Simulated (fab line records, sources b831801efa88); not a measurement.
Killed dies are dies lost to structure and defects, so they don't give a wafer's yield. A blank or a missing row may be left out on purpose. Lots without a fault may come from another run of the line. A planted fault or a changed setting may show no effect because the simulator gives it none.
fab line records | flow sky130
record lots=6 wafers=18 last_day=49
route steps=708 shown METAL2@495 VIA2@507 PAD_OPEN@708
lots that met no fault: from a run of the same line without faults
start_h: hours from the record's first day to the start of the lot's first wafer shown | wait_h: hours since the lot's step before | " the same as in the row above | L1.1+2: a row that stands for several wafers | - no value, or no start given | * or withheld: withheld | < > ~ a bound
route shown NAME@n: a module of which the file shows steps, and the number in the route of the first | usual: mean/standard deviation of fault-free wafers | same: alike in all rows | chamber/n: place in a boat | sites: the reading at each site | _std_site: their standard deviation | _edge_site: outer sites' mean less inner sites' | radius_mm: how far each site lies from the wafer's centre | mask NAME#n: copy n | behind: the tool/chamber that last shaped the wafer | hold: why the lot was held/for how many hours/how that ended | device: the transistor (n, p or np) that didn't switch | end of line: the same wafers' tests at the end of the route | a step without rows: its recipe alone | killed: dies lost to structure and defects at the first sort, not the wafer's yield | map: a wafer's dies, x killed, . not, _ none there
set.NAME: the setting as run; set.NAME@STEP: as run at that earlier step | model.NAME: the simulator's own value behind a step, which no gauge read
lots at some steps of the route; a table a step, a row a wafer
services: from which hour (start_h, from the record's first day; less than 0 if before it) a tool's chamber was out of use, for how many hours, and why
## steps
# step SKY_METAL2_EXPOSE_12
# recipe mask_id=MM2 na=0.8 source_shape=annular sigma_inner=0.55 sigma_outer=0.85 target_cd_nm=140 dose_mj=28.53
# step SKY_METAL2_PEB_13
# recipe peb_temp_c=withheld peb_time_s=withheld resist=KrF-thick
# step SKY_METAL2_DEVELOP_14
# recipe develop_time_s=60 resist=KrF-thick dev_temp_c=21
# step SKY_METAL2_CD_MEAS_15
# recipe target_cd_nm=140
# usual cd_nm=140.2/1.7
# columns lot.wafer tool chamber start_h wait_h cd_nm
L126.1 cd_sem-02 - 872.14 - 143.2
L126.3 " - " " 142.7
L126.4 " - " " 144.0
L127.1 cd_sem-01 - 873.99 - 138.7
L127.5 " - " " 137.3
L127.6 " - " " 138.8
L128.3 cd_sem-02 - 903.93 - 138.1
L128.4 " - " " 138.8
L128.6 " - " " 139.7
L129.3 cd_sem-02 - 905.77 - 140.5
L129.4 " - " " 140.6
L129.6 " - " " 140.8
L130.2 cd_sem-02 - 907.16 - 139.4
L130.3 " - " " 140.4
L130.5 " - " " 139.7
L137.2 cd_sem-02 - 948.81 - 142.6
L137.3 " - " " 143.7
L137.6 " - " " 143.3
# step SKY_METAL2_OVL_MEAS_16
# usual METAL2_OVL=2/4.7
# columns lot.wafer tool chamber start_h wait_h METAL2_OVL[nm]
L126.1 overlay-01 - 872.26 0.1 2
L126.3 " - " " 5
L126.4 " - " " 5
L127.1 overlay-02 - 874.11 0.1 6
L127.5 " - " " 9
L127.6 " - " " 6
L128.3 overlay-01 - 904.02 0.1 4
L128.4 " - " " 4
L128.6 " - " " -1
L129.3 overlay-02 - 905.86 0.1 7
L129.4 " - " " 3
L129.6 " - " " 8
L130.2 overlay-01 - 907.26 0.1 6
L130.3 " - " " 0
L130.5 " - " " 2
L137.2 overlay-02 - 948.91 0.1 -7
L137.3 " - " " 3
L137.6 " - " " -3
# step SKY_METAL2_DESCUM_17
# recipe chemistry=O2 source_power_w=150 bias_power_w=0 pressure_mtorr=10 temp_c=40 time_s=8
# usual chamber_pressure_mTorr=10.000/0.01 drypump_motor_current_A=5.56/0.3 oes_product_au=0.990/0.011
# columns lot.wafer tool chamber start_h wait_h chamber_pressure_mTorr drypump_motor_current_A oes_product_au rf_hours_counter_h
L126.1 rie_metal-04 0 872.29 0.0 10.001 5.40 0.991 9.4
L126.3 " 0 " " 10.000 5.40 0.993 -
L126.4 " 1 " " 9.995 5.67 1.003 -
L127.1 rie_metal-02 0 874.14 0.0 10.005 6.20 1.009 8.1
L127.5 " 0 " " 10.002 6.20 0.999 -
L127.6 " 1 " " 9.988 5.31 0.980 -
L128.3 rie_metal-04 1 904.05 0.0 9.997 5.62 1.001 -
L128.4 " 0 " " 10.007 5.40 0.976 -
L128.6 " 0 " " 9.995 5.42 0.981 -
L129.3 rie_metal-02 1 905.89 0.0 9.998 5.31 0.979 -
L129.4 " 0 " " 10.007 6.22 1.001 -
L129.6 " 1 " " 9.988 5.33 0.976 -
L130.2 rie_metal-04 1 907.29 0.0 10.008 5.62 1.002 12.8
L130.3 " 1 " " 10.003 5.63 1.007 -
L130.5 " 1 " " 9.999 5.63 0.997 -
L137.2 rie_metal-02 0 948.94 0.0 10.009 6.21 1.020 11.7
L137.3 " 0 " " 10.009 6.21 1.015 -
L137.6 " 0 " " 10.018 6.20 1.027 -
# step SKY_METAL2_ETCH_18
# recipe chemistry=N2/H2 target=BARC ion_energy_ev=200 bias_w=100 pressure_mtorr=30 n2_flow_sccm=100 h2_flow_sccm=200 icp_w=500 stop_on=SiO2 time_s=45.9 target_depth_a=600
# usual chamber_pressure_mTorr=29.998/0.028 drypump_motor_current_A=5.57/0.3 h2_flow_sccm=200.0/0.62 oes_product_au=0.854/0.0046 throttle_valve_pct=13.225/0.0094
# columns lot.wafer tool chamber start_h wait_h chamber_pressure_mTorr drypump_motor_current_A h2_flow_sccm oes_product_au rf_hours_counter_h throttle_valve_pct
L126.1 rie_metal-04 0 872.32 0.0 30.009 5.41 200.0 0.854 9.4 13.231
L126.3 " 0 " " 30.029 5.39 200.3 0.856 - 13.220
L126.4 " 1 " " 30.013 5.71 199.8 0.855 - 13.224
L127.1 rie_metal-02 0 874.17 0.0 29.957 6.22 199.8 0.854 8.1 13.225
L127.5 " 0 " " 30.003 6.22 200.7 0.858 - 13.201
L127.6 " 1 " " 30.045 5.31 199.2 0.855 - 13.208
L128.3 rie_metal-04 1 904.10 0.0 29.972 5.69 200.2 0.863 - 13.227
L128.4 " 0 " " 30.050 5.42 201.1 0.854 - 13.223
L128.6 " 0 " " 29.941 5.42 199.8 0.859 - 13.206
L129.3 rie_metal-02 1 905.94 0.0 30.004 5.33 199.3 0.852 - 13.237
L129.4 " 0 " " 30.037 6.22 199.9 0.853 - 13.222
L129.6 " 1 " " 29.987 5.31 199.5 0.860 - 13.242
L130.2 rie_metal-04 1 907.32 0.0 29.935 5.70 199.6 0.856 12.8 13.238
L130.3 " 1 " " 30.022 5.66 200.0 0.851 - 13.209
L130.5 " 1 " " 29.976 5.67 200.3 0.853 - 13.234
L137.2 rie_metal-02 0 948.97 0.0 29.971 6.21 199.4 0.857 11.7 13.229
L137.3 " 0 " " 30.023 6.21 200.7 0.853 - 13.216
L137.6 " 0 " " 30.009 6.21 200.8 0.851 - 13.231
# step SKY_METAL2_METAL_ETCH_19
# recipe target_depth_a=3600 stop_on=SiO2 over_etch_frac=0.3 time_s=78 chemistry=Cl2/BCl3 resist_sidewall_deg=88 pressure_mtorr=10 icp_w=900 bias_w=48.5 Cl2_flow_sccm=60 bcl3_flow_sccm=30
# usual chamber_pressure_mTorr=9.999/0.0084 drypump_motor_current_A=5.56/0.3 oes_product_au=0.854/0.0058 throttle_valve_pct=22.263/0.0087
# columns lot.wafer tool chamber start_h wait_h chamber_pressure_mTorr drypump_motor_current_A oes_product_au rf_hours_counter_h throttle_valve_pct
L126.1 rie_metal-04 0 872.39 0.0 9.993 5.41 0.855 9.4 22.280
L126.3 " 0 " " 9.998 5.41 0.852 - 22.262
L126.4 " 1 " " 10.007 5.66 0.859 - 22.257
L127.1 rie_metal-02 0 874.24 0.0 9.991 6.21 0.845 8.2 22.265
L127.5 " 0 " " 10.001 6.20 0.857 - 22.265
L127.6 " 1 " " 10.006 5.33 0.853 - 22.263
L128.3 rie_metal-04 1 904.17 0.1 10.005 5.65 0.861 - 22.259
L128.4 " 0 " " 9.991 5.40 0.846 - 22.251
L128.6 " 0 " " 10.005 5.42 0.853 - 22.250
L129.3 rie_metal-02 1 906.01 0.1 9.990 5.32 0.855 - 22.257
L129.4 " 0 " " 10.001 6.21 0.858 - 22.271
L129.6 " 1 " " 9.991 5.34 0.850 - 22.255
L130.2 rie_metal-04 1 907.39 0.0 10.016 5.63 0.847 12.9 22.262
L130.3 " 1 " " 10.004 5.66 0.854 - 22.267
L130.5 " 1 " " 9.989 5.60 0.856 - 22.270
L137.2 rie_metal-02 0 949.04 0.0 10.007 6.21 0.853 11.8 22.268
L137.3 " 0 " " 9.981 6.21 0.855 - 22.262
L137.6 " 0 " " 9.991 6.22 0.858 - 22.275
# step SKY_METAL2_STRIP_20
# recipe chemistry=O2/N2 power_w=1400 pressure_mtorr=1500 platen_temp_c=withheld o2_flow_sccm=3000 n2_flow_sccm=300 overash_fraction=0.5
# usual chamber_pressure_mTorr=1499/7.5 drypump_motor_current_A=5.4/0.31 oes_product_au=0.345/0.0049 strip_time_to_endpoint_s=2.74/0.054
# columns lot.wafer tool chamber start_h wait_h chamber_pressure_mTorr drypump_motor_current_A oes_product_au rf_hours_counter_h strip_time_to_endpoint_s
L126.1 plasma_asher-02 1 872.48 0.1 1501 5.9 0.346 13 2.76
L126.3 " 1 " " 1499 5.9 0.349 - 2.76
L126.4 " 0 " " 1499 5.1 0.345 - 2.64
L127.1 plasma_asher-02 1 874.33 0.1 1497 5.9 0.337 13 2.69
L127.5 " 0 " " 1501 5.1 0.337 - 2.67
L127.6 " 1 " " 1501 5.9 0.350 - 2.77
L128.3 plasma_asher-04 1 904.26 0.1 1499 5.6 0.348 - 2.69
L128.4 " 0 " " 1502 5.1 0.344 - 2.80
L128.6 " 1 " " 1502 5.6 0.349 - 2.79
L129.3 plasma_asher-02 1 906.10 0.1 1500 5.9 0.350 - 2.84
L129.4 " 0 " " 1500 5.1 0.342 - 2.73
L129.6 " 0 " " 1501 5.1 0.349 - 2.85
L130.2 plasma_asher-02 0 907.48 0.1 1499 5.1 0.342 16 2.64
L130.3 " 1 " " 1500 5.9 0.337 - 2.66
L130.5 " 0 " " 1499 5.1 0.343 - 2.60
L137.2 plasma_asher-02 1 949.13 0.1 1500 5.9 0.347 21 2.63
L137.3 " 0 " " 1500 5.2 0.347 - 2.64
L137.6 " 0 " " 1503 5.2 0.344 - 2.61
# step SKY_METAL2_STRIP_21
# recipe chemistry=post_etch_residue_remover time_s=1200 temp_c=72.5
# step SKY_METAL2_CLEAN_22
# recipe chemistry=IPA time_s=180 temp_c=25
# step SKY_METAL2_CLEAN_23
# recipe chemistry=O3/DIW dry=n2_spin
# step SKY_VIA2_HDPCVD_00
# recipe material=SiO2 target_thk_nm=1180 sigma_open_frac=0.3 time_s=196.7 temp_c=400 sih4_flow_sccm=60 pressure_mtorr=6
# columns lot.wafer tool chamber start_h wait_h
L126.1+3+4 hdpcvd-02 0,1,1 873.07 0.0
L127.1+5+6 hdpcvd-01 1,1,2 874.95 0.0
L128.3+4+6 hdpcvd-01 0,0,1 904.82 0.0
L129.3+4+6 hdpcvd-02 0,1,0 906.66 0.0
L130.2+3+5 hdpcvd-01 1,2,0 908.07 0.0
L130.2+3+5 hdpcvd-01 1,2,0 908.36 0.2
L137.2+3+6 hdpcvd-01 1,2,2 949.76 0.0
L137.2+3+6 hdpcvd-01 1,2,2 950.05 0.2
# step SKY_VIA2_THK_MEAS_01
# recipe reads=SiO2_of_VIA2_HDPCVD_00
# usual VIA2_HDPCVD_THK=1176/14
# columns lot.wafer tool chamber start_h wait_h VIA2_HDPCVD_THK[nm]
L126.1 film_metro-02 - 873.20 0.1 1166
L126.3 " - " " 1176
L126.4 " - " " 1185
L127.1 film_metro-02 - 875.08 0.1 1205
L127.5 " - " " 1200
L127.6 " - " " 1185
L128.3 film_metro-04 - 904.97 0.1 1166
L128.4 " - " " 1176
L128.6 " - " " 1193
L129.3 film_metro-01 - 906.81 0.1 1173
L129.4 " - " " 1180
L129.6 " - " " 1172
L130.2 film_metro-01 - 908.50 0.1 2382
L130.3 " - " " 2330
L130.5 " - " " 2322
L137.2 film_metro-01 - 950.19 0.1 2340
L137.3 " - " " 2313
L137.6 " - " " 2322
# step SKY_VIA2_CMP_02
# recipe material=SiO2 down_force_psi=4 platen_rpm=60 pad_velocity_m_s=0.94248
# usual motor_current_A=12.4/1.2
# columns lot.wafer tool chamber start_h wait_h motor_current_A
L126.1 cmp-02 3 873.26 0.1 13.2
L126.4 " 0 " " 10.4
L126.3 " 2 " " 13.8
L127.1 cmp-01 0 875.24 0.1 13.2
L127.6 " 2 " " 11.4
L127.5 " 3 " " 12.9
L128.4 cmp-01 0 905.06 0.1 12.2
L128.3 " 2 " " 11.5
L128.6 " 0 " " 12.9
L129.4 cmp-02 1 906.95 0.1 13.8
L129.3 " 2 " " 12.9
L129.6 " 3 " " 13.3
L130.2 cmp-01 2 908.60 0.1 11.8
L130.3 " 0 " " 12.7
L130.5 " 2 " " 10.8
L137.2 cmp-01 2 950.24 0.0 11.3
L137.3 " 1 " " 10.8
L137.6 " 2 " " 11.2
# step SKY_PAD_OPEN_PROBE_99
# usual defect_limited_yield=82.3/2.1 killed_at_M0_to_M3=44/7.3 killed_at_M4_up=3.3/1.8 killed_at_contacts=24/5.3 killed_at_front_end=16/5 killed_at_other=0.2/0.51 killed_dies=87/10 killed_open=47/7.5 killed_short=40/6.3 sort_bin_3_pad_short=0.9/0.41 sort_bin_5_function=10.5/1.6 sort_bin_6_memory=6.3/1.2 sort_n_pass=405/10 sort_yield_pct=82.3/2.1
# same gross_dies=492 killed_at_back_side=0 sort_bin_4_leakage[%]=0 sort_bin_8_speed[%]=0
# columns lot.wafer tool chamber start_h wait_h defect_limited_yield[%] killed_at_M0_to_M3 killed_at_M4_up killed_at_contacts killed_at_front_end killed_at_other killed_dies killed_open killed_short sort_bin_3_pad_short[%] sort_bin_5_function[%] sort_bin_6_memory[%] sort_n_pass sort_yield_pct[%]
L129.3 prober-01 - 1142.91 0.2 82.5 32 2 31 21 0 86 45 41 1.0 10.8 5.7 406 82.5
L129.4 prober-01 - 1142.96 0.2 80.3 46 0 32 19 0 97 54 43 1.6 10.6 7.5 395 80.3
L129.6 prober-01 - 1143.06 0.2 88.0 29 5 18 7 0 59 28 31 0.8 5.9 5.3 433 88.0
L137.2 prober-01 - 1177.80 0.1 81.5 61 4 14 12 0 91 47 44 1.0 11.4 6.1 401 81.5
L137.3 prober-01 - 1177.85 0.2 82.1 49 4 24 11 0 88 44 44 1.4 12.2 4.3 404 82.1
L137.6 prober-01 - 1178.00 0.2 81.3 54 1 22 15 0 92 52 40 0.4 11.0 7.3 400 81.3
# killed by level:class
L129.3 CONTACT:geometric_particle:open=10 CONTACT:geometric_particle:short=9 FIELD_ISO:geometric_particle:open=7 LI_CONTACT:geometric_particle:open=7 VIA1:geometric_particle:open=7 LOCAL_INTERCONNECT:geometric_particle:short=4 FIELD_ISO:geometric_particle:short=4 METAL1:geometric_particle:short=4
L129.4 VIA3:geometric_particle:open=10 CONTACT:geometric_particle:open=8 LI_CONTACT:geometric_particle:open=8 CONTACT:geometric_particle:short=8 VIA1:geometric_particle:open=7 VIA2:geometric_particle:open=6 FIELD_ISO:geometric_particle:open=5 METAL2:geometric_particle:short=5
L129.6 VIA1:geometric_particle:open=7 CONTACT:geometric_particle:short=6 VIA2:geometric_particle:open=5 LOCAL_INTERCONNECT:geometric_particle:short=4 METAL1:geometric_particle:short=4 LI_CONTACT:geometric_particle:open=3 CONTACT:geometric_particle:open=3 VIA3:geometric_particle:open=3
L137.2 VIA1:geometric_particle:open=16 METAL1:geometric_particle:short=10 VIA2:geometric_particle:open=9 CONTACT:geometric_particle:open=6 VIA3:geometric_particle:open=5 VIA1:geometric_particle:short=5 METAL2:geometric_particle:short=5 FIELD_ISO:geometric_particle:short=4
L137.3 VIA1:geometric_particle:open=10 METAL2:geometric_particle:short=8 VIA2:geometric_particle:open=8 CONTACT:geometric_particle:open=7 LI_CONTACT:geometric_particle:open=6 VIA1:geometric_particle:short=6 VIA3:geometric_particle:open=6 METAL1:geometric_particle:short=5
L137.6 VIA1:geometric_particle:open=13 VIA3:geometric_particle:open=8 VIA2:geometric_particle:open=8 METAL2:geometric_particle:short=7 METAL1:geometric_particle:short=6 LI_CONTACT:geometric_particle:short=5 LOCAL_INTERCONNECT:geometric_particle:short=5 CONTACT:geometric_particle:open=5
## services
# columns tool chamber start_h hours kind
cmp-01 - 857.19 9.5 pm
rie_metal-04 1 866.96 5.2 repair
cmp-01 - 914.30 7.6 pm
cmp-01 - 921.89 4.0 pm
cmp-01 - 925.89 - consumable_replace:conditioner
cmp-01 - 925.89 - consumable_replace:pad
cmp-02 - 931.82 4.7 repair
rie_metal-04 - 933.36 4.3 pm
rie_metal-04 - 947.51 1.5 repair
hdpcvd-02 - 950.25 15.0 pm
hdpcvd-02 0 950.25 15.0 vent_cycle
hdpcvd-02 1 950.25 15.0 vent_cycle
hdpcvd-02 2 950.25 15.0 vent_cycle
## key
first_sign step=SKY_VIA2_HDPCVD_00 reading=visit direction=added
effect step=SKY_VIA2_THK_MEAS_01 reading=VIA2_HDPCVD_THK direction=up sigmas=81 usual=1176 struck=2335
met_at SKY_VIA2_HDPCVD_00
struck_wafers L130.2,L130.3,L130.5,L137.2,L137.3,L137.6
fault kind=repeated_step_whole tool=hdpcvd-01,hdpcvd-02 chamber=- onset_h=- steps=SKY_VIA2_HDPCVD_00 times=1 scope=struck_lots_only
